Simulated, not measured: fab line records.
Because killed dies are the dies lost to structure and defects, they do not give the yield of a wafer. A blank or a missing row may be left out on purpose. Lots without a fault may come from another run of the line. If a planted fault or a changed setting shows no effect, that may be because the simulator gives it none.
Which tool was responsible? -- flow gf180mcu -- 36 wafers sampled from 12 lots at 1 step of a route of 602

## WHAT EACH GAUGE READ, for each wafer
GF_V3_THK_MEAS_01.
lot,measured,on,V3_CVD_00_THK (nm)
L075,day 21 11:09,film-metro-03,611 609 605
L077,day 22 09:35,film-metro-04,606 608 612
L079,day 23 03:00,film-metro-03,602 604 602
L081,day 24 03:17,film-metro-02,591 594 594
L083,day 24 11:14,film-metro-02,603 606 607
L085,day 25 08:43,film-metro-02,590 591 594
L087,day 26 02:43,film-metro-03,593 603 596
L089,day 26 23:09,film-metro-04,603 599 596
L091,day 27 06:46,film-metro-04,601 603 600
L093,day 27 23:26,film-metro-04,604 601 594
L095,day 28 07:04,film-metro-03,603 598 593
L097,day 28 23:56,film-metro-02,607 603 598

## WHAT TOOL EACH LOT RAN ON (gives the tool, then ch and the chambers of the sampled wafers, and finally the start)
No process step before these readings appears in the record.

## THE ANSWER, worked out from the rows above alone
Rule: usual is defined by the lots themselves. Put in order of their means at a reading, lots are off if they are a third of the lots or fewer, leave a main group of 4 or more, and stand apart from it by a gap of 3 or more times the standard deviation of the main group's means; of several such gaps the widest counts. The tables above print the reading to a certain number of digits; a main group whose means all agree to those digits is not used. Also off: a lot with no number at a reading for which 4 or more lots have one. Where the step has rows for the other lots, those lots are counted as sound.
No lot is off at any reading shown: from this, nothing can be told.

## WHAT THE SIMULATOR PUT IN
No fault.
